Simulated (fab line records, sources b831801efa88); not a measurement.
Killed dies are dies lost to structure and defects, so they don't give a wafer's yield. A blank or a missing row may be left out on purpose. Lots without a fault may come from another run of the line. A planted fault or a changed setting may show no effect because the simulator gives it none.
fab line records | flow gf180mcu
record lots=13 wafers=39 last_day=34
route steps=602 shown STI@1 LVPWELL@56 SAB@264
lots that met no fault: from a run of the same line without faults
start_h: hours from the record's first day to the start of the lot's first wafer shown | wait_h: hours since the lot's step before | " the same as in the row above | L1.1+2: a row that stands for several wafers | - no value, or no start given | * or withheld: withheld | < > ~ a bound
route shown NAME@n: a module of which the file shows steps, and the number in the route of the first | usual: mean/standard deviation of fault-free wafers | same: alike in all rows | chamber/n: place in a boat | sites: the reading at each site | _std_site: their standard deviation | _edge_site: outer sites' mean less inner sites' | radius_mm: how far each site lies from the wafer's centre | mask NAME#n: copy n | behind: the tool/chamber that last shaped the wafer | hold: why the lot was held/for how many hours/how that ended | device: the transistor (n, p or np) that didn't switch | end of line: the same wafers' tests at the end of the route | a step without rows: its recipe alone | killed: dies lost to structure and defects at the first sort, not the wafer's yield | map: a wafer's dies, x killed, . not, _ none there
set.NAME: the setting as run; set.NAME@STEP: as run at that earlier step | model.NAME: the simulator's own value behind a step, which no gauge read
steps of the route over a sample of lots; a table a step, a row a wafer
services: from which hour (start_h, from the record's first day; less than 0 if before it) a tool's chamber was out of use, for how many hours, and why
## steps
# step GF_STI_BOW_MEAS_00
# recipe mode=bow
# usual INCOMING_BOW=1/6.5
# columns lot.wafer tool chamber start_h wait_h INCOMING_BOW[um]
L697.2 film_metro-03 - 15.02 - 5
L697.4 " - " " 1
L697.5 " - " " 0
L698.1 film_metro-02 - 20.00 - -4
L698.4 " - " " 4
L698.6 " - " " 4
L699.1 film_metro-04 - 25.00 - -5
L699.2 " - " " 7
L699.5 " - " " 7
L700.2 film_metro-02 - 30.02 - -1
L700.4 " - " " -5
L700.6 " - " " 7
L701.3 film_metro-02 - 35.04 - 0
L701.4 " - " " 2
L701.5 " - " " 15
L707.2 film_metro-03 - 65.02 - 0
L707.4 " - " " 1
L707.5 " - " " 10
L708.1 film_metro-02 - 70.00 - -11
L708.3 " - " " 0
L708.4 " - " " 3
L710.2 film_metro-04 - 80.02 - 5
L710.3 " - " " 2
L710.6 " - " " 2
L715.1 film_metro-03 - 105.00 - -6
L715.5 " - " " 6
L715.6 " - " " -3
L716.2 film_metro-03 - 110.02 - -16
L716.5 " - " " -11
L716.6 " - " " 7
L717.2 film_metro-02 - 115.02 - -2
L717.4 " - " " -6
L717.6 " - " " -8
L718.3 film_metro-02 - 120.04 - 5
L718.4 " - " " 0
L718.5 " - " " 9
L719.1 film_metro-04 - 125.00 - -2
L719.4 " - " " -5
L719.5 " - " " -3
# step GF_LVPWELL_COAT_02
# recipe spin_rpm=2000 resist_thk_nm=3000
# usual spin_speed_rpm=1999.9/1.2
# columns lot.wafer tool chamber start_h wait_h spin_speed_rpm
L697.2 litho_track-03 0 67.81 0.1 1999.8
L697.4 " 0 " " 2002.1
L697.5 " 0 " " 2000.0
L698.1 litho_track-02 0 73.76 0.1 1999.7
L698.4 " 0 " " 1998.1
L698.6 " 0 " " 1999.3
L699.1 litho_track-02 0 77.91 0.1 1997.5
L699.2 " 0 " " 1999.6
L699.5 " 0 " " 1997.9
L700.2 litho_track-02 0 83.03 0.1 1843.7
L700.4 " 0 " " 1844.0
L700.6 " 0 " " 1843.0
L701.3 litho_track-02 0 86.81 0.1 1846.1
L701.4 " 0 " " 1845.6
L701.5 " 0 " " 1843.4
L707.2 litho_track-03 0 128.61 0.1 1999.9
L707.4 " 0 " " 2000.5
L707.5 " 0 " " 2001.2
L708.1 litho_track-01 0 133.45 0.1 2000.7
L708.3 " 0 " " 1999.0
L708.4 " 0 " " 2000.6
L710.2 litho_track-03 0 144.05 0.1 1999.4
L710.3 " 0 " " 2000.4
L710.6 " 0 " " 1998.7
L715.1 litho_track-01 0 172.40 0.1 1999.1
L715.5 " 0 " " 1998.4
L715.6 " 0 " " 1998.1
L716.2 litho_track-01 0 178.97 0.1 1999.2
L716.5 " 0 " " 2000.3
L716.6 " 0 " " 2001.0
L717.2 litho_track-02 0 186.98 0.1 1999.0
L717.4 " 0 " " 2001.0
L717.6 " 0 " " 1998.4
L718.3 litho_track-02 0 187.66 0.1 1999.0
L718.4 " 0 " " 1998.6
L718.5 " 0 " " 2000.5
L719.1 litho_track-01 0 201.55 0.1 2000.5
L719.4 " 0 " " 2000.2
L719.5 " 0 " " 2000.8
# step GF_LVPWELL_STRIP_10
# recipe chemistry=O2/N2 power_w=1400 pressure_mtorr=1500 platen_temp_c=250 o2_flow_sccm=3000 n2_flow_sccm=300 overash_fraction=0.5
# usual chamber_pressure_mTorr=1500.1/1.2 drypump_motor_current_A=5.8/0.34 heater_power_w=319/36 oes_product_au=0.722/0.0046 strip_time_to_endpoint_s=37.00/0.09
# columns lot.wafer tool chamber start_h wait_h chamber_pressure_mTorr drypump_motor_current_A heater_power_w oes_product_au rf_hours_counter_h strip_time_to_endpoint_s
L697.2 plasma_asher-01 0 74.80 0.1 1500.5 5.7 312 0.721 27 36.91
L697.4 " 0 " " 1498.5 5.7 317 0.717 - 36.86
L697.5 " 0 " " 1499.5 5.7 308 0.717 - 36.87
L698.1 plasma_asher-01 0 80.50 0.1 1501.5 5.7 306 0.724 28 36.94
L698.4 " 0 " " 1501.3 5.7 313 0.728 - 36.99
L698.6 " 1 " " 1499.2 6.0 361 0.720 - 37.04
L699.1 plasma_asher-04 1 85.24 0.1 1499.7 6.2 277 0.723 42 36.88
L699.2 " 0 " " 1497.6 5.5 353 0.720 42 36.78
L699.5 " 1 " " 1501.2 6.2 268 0.722 - 36.97
L700.2 plasma_asher-04 0 90.09 0.1 1498.5 5.5 345 0.724 43 38.36
L700.4 " 1 " " 1501.8 6.2 267 0.725 - 38.37
L700.6 " 1 " " 1499.4 6.2 266 0.725 - 38.51
L701.3 plasma_asher-04 0 93.85 0.1 1501.0 5.6 345 0.723 - 38.56
L701.4 " 1 " " 1498.7 6.2 273 0.733 - 38.42
L701.5 " 1 " " 1501.9 6.2 275 0.715 - 38.38
L707.2 plasma_asher-01 1 136.82 0.1 1498.4 6.0 366 0.712 33 37.07
L707.4 " 1 " " 1501.4 6.0 349 0.728 - 37.21
L707.5 " 0 " " 1501.5 5.7 314 0.725 - 37.06
L708.1 plasma_asher-04 1 141.24 0.1 1500.2 6.2 275 0.719 48 37.00
L708.3 " 0 " " 1500.1 5.5 349 0.717 - 36.99
L708.4 " 1 " " 1500.8 6.2 265 0.727 - 36.98
L710.2 plasma_asher-04 0 152.22 0.1 1502.4 5.6 342 0.725 49 37.07
L710.3 " 0 " " 1500.7 5.6 347 0.713 - 37.12
L710.6 " 0 " " 1500.0 5.6 350 0.724 - 37.06
L715.1 plasma_asher-04 1 180.33 0.1 1500.4 6.3 272 0.726 53 37.04
L715.5 " 1 " " 1500.5 6.2 272 0.729 - 37.03
L715.6 " 0 " " 1499.4 5.5 346 0.721 - 37.05
L716.2 plasma_asher-04 0 187.92 0.1 1501.9 5.6 346 0.718 53 36.98
L716.5 " 1 " " 1500.8 6.3 269 0.712 - 37.04
L716.6 " 0 " " 1499.4 5.6 348 0.723 - 36.91
L717.2 plasma_asher-04 0 195.29 0.1 1500.8 5.5 345 0.721 54 37.02
L717.4 " 1 " " 1499.2 6.2 271 0.721 - 37.06
L717.6 " 0 " " 1499.3 5.6 349 0.726 - 37.11
L718.3 plasma_asher-04 1 196.40 0.1 1500.0 6.2 275 0.728 - 37.16
L718.4 " 0 " " 1502.0 5.6 341 0.730 - 37.19
L718.5 " 0 " " 1502.2 5.6 350 0.723 - 37.01
L719.1 plasma_asher-04 1 210.69 0.1 1499.4 6.2 265 0.720 56 37.03
L719.4 " 1 " " 1502.8 6.3 269 0.730 - 37.03
L719.5 " 0 " " 1500.0 5.6 345 0.721 - 37.03
# step GF_SAB_CVD_00
# recipe material=SiO2 target_thk_nm=50 precursor=TEOS temp_c=400 time_s=4.9302 rf_w=600
# usual heater_power_w=617/85
# columns lot.wafer tool chamber start_h wait_h heater_power_w
L697.2 pecvd-04 2 318.72 0.1 495
L697.4 " 1 " " 710
L697.5 " 0 " " 547
L698.1 pecvd-02 2 330.17 0.1 631
L698.4 " 2 " " 628
L698.6 " 0 " " 696
L699.1 pecvd-01 0 335.99 0.1 698
L699.2 " 1 " " 546
L699.5 " 2 " " 667
L700.2 pecvd-01 1 342.30 0.1 565
L700.4 " 1 " " 574
L700.6 " 0 " " 550
L701.3 pecvd-02 1 349.35 0.1 564
L701.4 " 2 " " 531
L701.5 " 1 " " 587
L707.2 pecvd-02 1 415.22 0.1 561
L707.4 " 1 " " 546
L707.5 " 0 " " 692
L708.1 pecvd-01 2 421.67 0.1 711
L708.3 " 1 " " 512
L708.4 " 2 " " 708
L710.2 pecvd-02 2 440.71 0.1 557
L710.3 " 1 " " 632
L710.6 " 1 " " 632
L715.1 pecvd-04 2 483.54 0.1 521
L715.5 " 2 " " 532
L715.6 " 0 " " 577
L716.2 pecvd-04 1 493.75 0.1 630
L716.5 " 2 " " 502
L716.6 " 1 " " 637
L718.3 pecvd-01 1 505.15 0.1 588
L718.4 " 2 " " 747
L718.5 " 1 " " 600
L717.2 pecvd-04 0 505.46 0.1 518
L717.4 " 2 " " 558
L717.6 " 0 " " 529
L719.1 pecvd-01 0 527.06 0.1 568
L719.4 " 0 " " 568
L719.5 " 1 " " 572
# step GF_SAB_THK_MEAS_01
# recipe reads=SiO2_of_SAB_CVD_00
# usual SAB_CVD_00_THK=50.4/0.71
# columns lot.wafer tool chamber start_h wait_h SAB_CVD_00_THK[nm]
L697.2 film_metro-02 - 318.75 0.0 49.6
L697.4 " - " " 51.5
L697.5 " - " " 50.6
L698.1 film_metro-04 - 330.19 0.0 50.2
L698.4 " - " " 51.0
L698.6 " - " " 50.8
L699.1 film_metro-04 - 336.01 0.0 51.4
L699.2 " - " " 50.3
L699.5 " - " " 51.8
L700.2 film_metro-02 - 342.33 0.0 49.1
L700.4 " - " " 49.7
L700.6 " - " " 50.4
L701.3 film_metro-02 - 349.39 0.0 50.5
L701.4 " - " " 51.6
L701.5 " - " " 50.9
L707.2 film_metro-04 - 415.25 0.0 49.4
L707.4 " - " " 51.1
L707.5 " - " " 51.9
L708.1 film_metro-03 - 421.69 0.0 49.0
L708.3 " - " " 49.1
L708.4 " - " " 49.6
L710.2 film_metro-04 - 440.74 0.0 50.0
L710.3 " - " " 49.4
L710.6 " - " " 50.8
L715.1 film_metro-02 - 483.56 0.0 50.6
L715.5 " - " " 51.3
L715.6 " - " " 52.0
L716.2 film_metro-03 - 493.78 0.0 49.9
L716.5 " - " " 50.1
L716.6 " - " " 51.0
L718.3 film_metro-04 - 505.29 0.1 50.5
L718.4 " - " " 50.7
L718.5 " - " " 51.2
L717.2 film_metro-04 - 505.49 0.0 50.2
L717.4 " - " " 50.0
L717.6 " - " " 51.1
L719.1 film_metro-04 - 527.08 0.0 50.6
L719.4 " - " " 51.0
L719.5 " - " " 51.6
## services
# columns tool chamber start_h hours kind
pecvd-04 - 57.01 1.1 repair
pecvd-04 - 70.21 0.7 repair
pecvd-04 2 81.31 13.0 repair
pecvd-01 2 91.74 10.2 repair
pecvd-01 - 98.76 0.8 pm
pecvd-04 - 160.62 14.0 pm
pecvd-01 - 174.91 0.8 repair
pecvd-01 1 210.52 6.4 repair
pecvd-02 2 222.58 6.5 repair
pecvd-04 0 233.13 12.0 repair
pecvd-01 - 249.75 0.8 repair
plasma_asher-04 - 261.45 0.7 repair
plasma_asher-04 - 276.04 14.6 pm
pecvd-02 - 284.51 2.8 pm
pecvd-02 - 287.50 28.1 pm
pecvd-01 - 308.55 0.7 repair
pecvd-01 2 345.03 5.2 repair
pecvd-01 - 349.34 2.8 pm
pecvd-01 0 360.91 2.7 repair
pecvd-01 - 368.88 14.0 pm
plasma_asher-04 - 421.25 9.0 pm
plasma_asher-04 - 426.43 3.5 repair
plasma_asher-04 - 434.65 13.0 repair
pecvd-01 0 486.46 21.1 repair
## key
first_sign step=GF_LVPWELL_COAT_02 reading=spin_speed_rpm direction=down sigmas=99+ usual=* struck=*
effect step=GF_LVPWELL_STRIP_10 reading=strip_time_to_endpoint_s direction=up sigmas=16 usual=* struck=*
met_at GF_LVPWELL_COAT_02
struck_lots L700,L701
tester_left_out L700,L701
not_acting_at GF_STI_BOW_MEAS_00,GF_SAB_CVD_00,GF_SAB_THK_MEAS_01
onset_between 77.91 83.03
fault kind=process_parameter_drift tool=litho_track-02 chamber=- onset_h=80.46 steps=GF_LVPWELL_COAT_02 channel=spin_rpm offset=* shape=step end_h=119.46 acts_in=* stated=*
# tester_left_out: of these lots the tester's yield and bins aren't shown, on N5 and GAA mostly nor the transistor test; their killed dies are dies lost to structure and defects alone, not to doping, threshold or leakage, so they don't give the yield
